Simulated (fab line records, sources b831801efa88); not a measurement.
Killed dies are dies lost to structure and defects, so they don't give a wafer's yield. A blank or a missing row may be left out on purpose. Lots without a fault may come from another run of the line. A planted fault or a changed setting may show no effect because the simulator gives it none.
Which tool did it? | flow sky130 | 24 lots, 72 wafers sampled, at 6 steps of a route of 708

WHAT THE GAUGES READ, wafer by wafer
SKY_METAL3_CD_MEAS_13: target cd 300 nm.
lot  | measured     | on        | cd_nm (nm)
L075 | day 39 07:31 | cd_sem-02 | 301.2 302.6 302.7
L077 | day 39 22:55 | cd_sem-01 | 301.5 301.3 301.5
L074 | day 40 00:34 | cd_sem-01 | 300.1 298.5 299.6
L076 | day 40 01:01 | cd_sem-01 | 301.4 301.3 300.6
L078 | day 40 02:40 | cd_sem-02 | 299.5 300.4 300.6
L079 | day 40 04:28 | cd_sem-02 | 299.9 301.5 300.5
L080 | day 40 09:41 | cd_sem-01 | 300.2 299.3 298.4
L081 | day 40 17:53 | cd_sem-01 | 301.2 301.3 300.7
L082 | day 41 04:41 | cd_sem-02 | 299.7 299.6 298.9
L084 | day 41 15:01 | cd_sem-02 | 300.3 300.2 300.6
L083 | day 41 15:56 | cd_sem-02 | 300.9 300.4 300.9
L085 | day 41 18:08 | cd_sem-02 | 298.5 299.7 299.4
L086 | day 42 16:28 | cd_sem-02 | 296.9 298.6 299.7
L088 | day 43 08:08 | cd_sem-02 | 300.9 301.0 302.1
L087 | day 43 13:57 | cd_sem-02 | 301.2 297.6 298.6
L090 | day 43 19:31 | cd_sem-02 | 298.1 298.0 298.5
L089 | day 43 21:20 | cd_sem-01 | 302.1 303.4 301.3
L092 | day 44 02:14 | cd_sem-02 | 300.6 301.5 300.5
L091 | day 44 05:31 | cd_sem-01 | 300.2 300.1 299.8
L093 | day 44 09:00 | cd_sem-01 | 298.0 299.5 299.1
L094 | day 44 16:47 | cd_sem-02 | 299.6 299.3 301.2
L095 | day 45 01:26 | cd_sem-02 | 301.5 300.6 301.7
L096 | day 45 07:07 | cd_sem-02 | 297.0 297.8 298.5
L097 | day 45 12:04 | cd_sem-02 | 298.5 298.2 298.2

SKY_VIA3_RS_MEAS_22: measures by four-point-probe.
lot  | measured     | on            | VIA3_W_RS (ohm/sq)
L075 | day 40 11:08 | film_metro-04 | 0.297 0.291 0.289
L077 | day 41 02:31 | film_metro-01 | 0.293 0.289 0.291
L074 | day 41 03:21 | film_metro-01 | 0.286 0.288 0.289
L076 | day 41 04:27 | film_metro-01 | 0.289 0.292 0.288
L078 | day 41 05:57 | film_metro-02 | 0.290 0.293 0.293
L079 | day 41 06:58 | film_metro-04 | 0.290 0.289 0.291
L080 | day 41 12:47 | film_metro-04 | 0.286 0.288 0.290
L081 | day 41 20:52 | film_metro-02 | 0.292 0.290 0.289
L082 | day 42 08:04 | film_metro-01 | 0.296 0.290 0.292
L084 | day 42 17:07 | film_metro-04 | 0.292 0.292 0.292
L083 | day 42 18:17 | film_metro-01 | 0.286 0.292 0.286
L085 | day 42 20:23 | film_metro-01 | 0.289 0.293 0.290
L086 | day 43 18:14 | film_metro-04 | 0.293 0.289 0.290
L088 | day 44 09:35 | film_metro-01 | 0.287 0.289 0.293
L087 | day 44 15:50 | film_metro-04 | 0.295 0.288 0.293
L090 | day 44 20:53 | film_metro-04 | 0.290 0.285 0.288
L089 | day 44 23:25 | film_metro-04 | 0.286 0.288 0.284
L092 | day 45 03:03 | film_metro-01 | 0.295 0.293 0.287
L091 | day 45 07:40 | film_metro-01 | 0.289 0.292 0.289
L093 | day 45 10:35 | film_metro-01 | 0.282 0.292 0.293
L094 | day 45 18:01 | film_metro-04 | 0.282 0.296 0.293
L095 | day 46 02:38 | film_metro-04 | 0.291 0.281 0.284
L096 | day 46 08:59 | film_metro-01 | 0.296 0.290 0.292
L097 | day 46 12:59 | film_metro-01 | 0.287 0.282 0.285

SKY_METAL4_OVL_MEAS_14.
lot  | measured     | on         | METAL4_OVL (nm)
L075 | day 42 12:16 | overlay-01 | -8 -7 -5
L077 | day 43 03:52 | overlay-02 | 4 9 2
L074 | day 43 04:17 | overlay-01 | 10 5 1
L076 | day 43 05:26 | overlay-02 | -6 0 -1
L078 | day 43 06:34 | overlay-01 | -5 -4 -3
L079 | day 43 07:16 | overlay-02 | -1 0 3
L080 | day 43 13:55 | overlay-02 | 6 1 0
L081 | day 43 21:37 | overlay-01 | 5 1 1
L082 | day 44 07:37 | overlay-02 | 4 0 -3
L084 | day 44 15:59 | overlay-01 | 3 6 -1
L083 | day 44 17:53 | overlay-01 | 1 -4 -6
L085 | day 44 19:38 | overlay-01 | 2 6 2
L086 | day 45 16:34 | overlay-01 | -4 -9 0
L088 | day 46 08:13 | overlay-01 | -4 -4 -4
L087 | day 46 12:25 | overlay-02 | -1 -4 -2
L090 | day 46 19:01 | overlay-02 | -8 -5 -8
L089 | day 46 21:37 | overlay-02 | -2 3 1
L092 | day 47 00:01 | overlay-01 | 3 8 -1
L091 | day 47 04:58 | overlay-01 | -4 -7 -5
L093 | day 47 05:55 | overlay-01 | 1 1 -10
L094 | day 47 13:52 | overlay-01 | 10 7 6
L095 | day 47 21:24 | overlay-02 | 7 1 2
L096 | day 48 03:46 | overlay-01 | 2 3 -1
L097 | day 48 06:19 | overlay-02 | 6 9 10

SKY_METAL5_RS_MEAS_05: measures by four-point-probe.
lot  | measured     | on            | METAL5_ALCU_RS (ohm/sq)
L075 | day 43 15:01 | film_metro-03 | 0.0276 0.0273 0.0278
L077 | day 44 06:19 | film_metro-03 | 0.0273 0.0279 0.0271
L074 | day 44 06:26 | film_metro-04 | 0.0268 0.0271 0.0272
L076 | day 44 07:38 | film_metro-04 | 0.0265 0.0267 0.0268
L078 | day 44 08:43 | film_metro-04 | 0.0268 0.0262 0.0264
L079 | day 44 09:25 | film_metro-04 | 0.0266 0.0270 0.0275
L080 | day 44 16:07 | film_metro-03 | 0.0267 0.0262 0.0265
L081 | day 45 00:11 | film_metro-04 | 0.0266 0.0265 0.0267
L082 | day 45 10:29 | film_metro-03 | 0.0275 0.0271 0.0274
L084 | day 45 17:22 | film_metro-04 | 0.0269 0.0271 0.0267
L083 | day 45 19:27 | film_metro-04 | 0.0265 0.0272 0.0268
L085 | day 45 21:13 | film_metro-03 | 0.0271 0.0273 0.0273
L086 | day 46 18:07 | film_metro-04 | 0.0275 0.0274 0.0277
L088 | day 47 07:47 | film_metro-03 | 0.0266 0.0262 0.0266
L087 | day 47 12:25 | film_metro-03 | 0.0270 0.0272 0.0272
L090 | day 47 18:55 | film_metro-04 | 0.0273 0.0272 0.0272
L089 | day 47 21:05 | film_metro-02 | 0.0263 0.0267 0.0269
L092 | day 47 22:20 | film_metro-02 | 0.0269 0.0266 0.0267
L091 | day 48 03:38 | film_metro-02 | 0.0271 0.0275 0.0266
L093 | day 48 04:44 | film_metro-03 | 0.0270 0.0273 0.0267
L094 | day 48 13:15 | film_metro-03 | 0.0278 0.0276 0.0276
L095 | day 48 19:48 | film_metro-03 | 0.0263 0.0268 0.0262
L096 | day 49 01:01 | film_metro-04 | 0.0259 0.0266 0.0265
L097 | day 49 03:48 | film_metro-03 | 0.0269 0.0269 0.0268

WHICH TOOL RAN EACH LOT (tool, then ch and the chambers of the sampled wafers, then the start)
lot  | SKY_VIA2_SPUTTER_20          | SKY_VIA3_CMP_02
L075 | pvd_sputter-03, day 37 03:08 | cmp-01 ch 0,1,2, day 39 08:58
L077 | pvd_sputter-03, day 37 20:07 | cmp-02 ch 1,3, day 40 00:15
L074 | pvd_sputter-01, day 37 20:58 | cmp-02 ch 0,1,3, day 40 01:55
L076 | pvd_sputter-04, day 37 21:19 | cmp-02 ch 1,2,3, day 40 02:25
L078 | pvd_sputter-03, day 37 22:15 | cmp-01 ch 0,3, day 40 04:02
L079 | pvd_sputter-03, day 38 01:43 | cmp-02 ch 0,2,3, day 40 05:45
L080 | pvd_sputter-04, day 38 06:49 | cmp-01 ch 0,2,3, day 40 10:59
L081 | pvd_sputter-01, day 38 14:12 | cmp-02 ch 0,1,2, day 40 19:15
L082 | pvd_sputter-03, day 39 02:16 | cmp-02 ch 0,2, day 41 06:20
L084 | pvd_sputter-04, day 39 12:43 | cmp-01 ch 0,3, day 41 16:19
L083 | pvd_sputter-03, day 39 13:41 | cmp-02 ch 0,1,3, day 41 17:15
L085 | pvd_sputter-01, day 39 16:10 | cmp-02 ch 0,2,3, day 41 19:34
L086 | pvd_sputter-03, day 40 14:44 | cmp-02 ch 1,2,3, day 42 17:59
L088 | pvd_sputter-01, day 41 07:37 | cmp-01 ch 0,1,3, day 43 09:31
L087 | pvd_sputter-01, day 41 13:34 | cmp-02 ch 0,1,2, day 43 15:17
L090 | pvd_sputter-01, day 41 18:57 | cmp-02 ch 0,2,3, day 43 21:00
L089 | pvd_sputter-04, day 41 20:31 | cmp-01 ch 0,1, day 43 22:48
L092 | pvd_sputter-03, day 42 02:34 | cmp-01 ch 0,2,3, day 44 03:43
L091 | pvd_sputter-03, day 42 05:24 | cmp-01 ch 1,2,3, day 44 07:27
L093 | pvd_sputter-03, day 42 10:00 | cmp-01 ch 0,2,3, day 44 10:47
L094 | pvd_sputter-04, day 42 16:36 | cmp-01 ch 0,1,2, day 44 18:13
L095 | pvd_sputter-04, day 43 02:46 | cmp-01 ch 0,2, day 45 02:48
L096 | pvd_sputter-04, day 43 07:27 | cmp-02 ch 0,1,3, day 45 08:56
L097 | pvd_sputter-01, day 43 11:49 | cmp-01 ch 2,3, day 45 13:28
- SKY_VIA2_SPUTTER_20: material TiN, target thk 20 nm, time 80 s.
- SKY_VIA3_CMP_02: polishes SiO2.

WHAT THE TOOLS THEMSELVES READ (means of the sampled wafers that have a number; where no wafer has one, the mark that the record gives instead)
SKY_VIA2_SPUTTER_20.
lot  | tool           | throttle_valve_pct (%)
L075 | pvd_sputter-03 | 31.1
L077 | pvd_sputter-03 | 30.7
L074 | pvd_sputter-01 | 30.0
L076 | pvd_sputter-04 | 30.6
L078 | pvd_sputter-03 | 29.5
L079 | pvd_sputter-03 | 30.0
L080 | pvd_sputter-04 | 30.2
L081 | pvd_sputter-01 | 29.1
L082 | pvd_sputter-03 | 30.1
L084 | pvd_sputter-04 | 30.5
L083 | pvd_sputter-03 | 29.6
L085 | pvd_sputter-01 | 29.2
L086 | pvd_sputter-03 | 31.2
L088 | pvd_sputter-01 | 30.0
L087 | pvd_sputter-01 | 29.1
L090 | pvd_sputter-01 | 30.1
L089 | pvd_sputter-04 | 30.1
L092 | pvd_sputter-03 | 30.6
L091 | pvd_sputter-03 | 29.5
L093 | pvd_sputter-03 | 29.8
L094 | pvd_sputter-04 | 30.1
L095 | pvd_sputter-04 | 30.5
L096 | pvd_sputter-04 | 30.3
L097 | pvd_sputter-01 | 29.9

SKY_VIA3_CMP_02.
lot  | tool   | edge_zone_pressure_frac | motor_current_A (A)
L075 | cmp-01 | 1.002                   | 13.2
L077 | cmp-02 | 1.006                   | 11.1
L074 | cmp-02 | 1.000                   | 11.5
L076 | cmp-02 | 0.998                   | 12.6
L078 | cmp-01 | 1.000                   | 12.2
L079 | cmp-02 | 0.997                   | 11.6
L080 | cmp-01 | 0.999                   | 12.9
L081 | cmp-02 | 0.997                   | 12.5
L082 | cmp-02 | 1.000                   | 13.6
L084 | cmp-01 | 0.997                   | 12.5
L083 | cmp-02 | 0.998                   | 11.3
L085 | cmp-02 | 1.000                   | 11.7
L086 | cmp-02 | 1.004                   | 12.0
L088 | cmp-01 | 1.001                   | 13.2
L087 | cmp-02 | 1.001                   | 12.6
L090 | cmp-02 | 1.001                   | 11.8
L089 | cmp-01 | 1.002                   | 13.1
L092 | cmp-01 | 0.997                   | 12.7
L091 | cmp-01 | 1.005                   | 13.2
L093 | cmp-01 | 1.005                   | 12.6
L094 | cmp-01 | 1.002                   | 13.4
L095 | cmp-01 | 0.999                   | 12.5
L096 | cmp-02 | 0.995                   | 11.5
L097 | cmp-01 | 0.997                   | 12.6

THE ANSWER, worked out from the rows above alone
Rule: what is usual is taken from the lots themselves. Put in order of their means at a reading, lots are off if they are a third of the lots or fewer, leave a main group of 4 or more, and stand apart from it by a gap of 3 or more times the standard deviation of the main group's means; of several such gaps the widest counts. A main group whose means are all the same, to the digits that the tables above print for the reading, isn't used. A lot without any number at a reading at which 4 lots or more have one is off too. The other lots that the step has rows for count as sound. The gauges are gone through in route order, then the tools' own readings, and for those a lot's mean is taken as printed above. The first step at which some lot is off is used, and at that step the reading that is off furthest; a lot without a number counts as furthest.
No lot is off at any reading shown: from this, nothing can be told.

WHAT THE SIMULATOR HAD PUT IN
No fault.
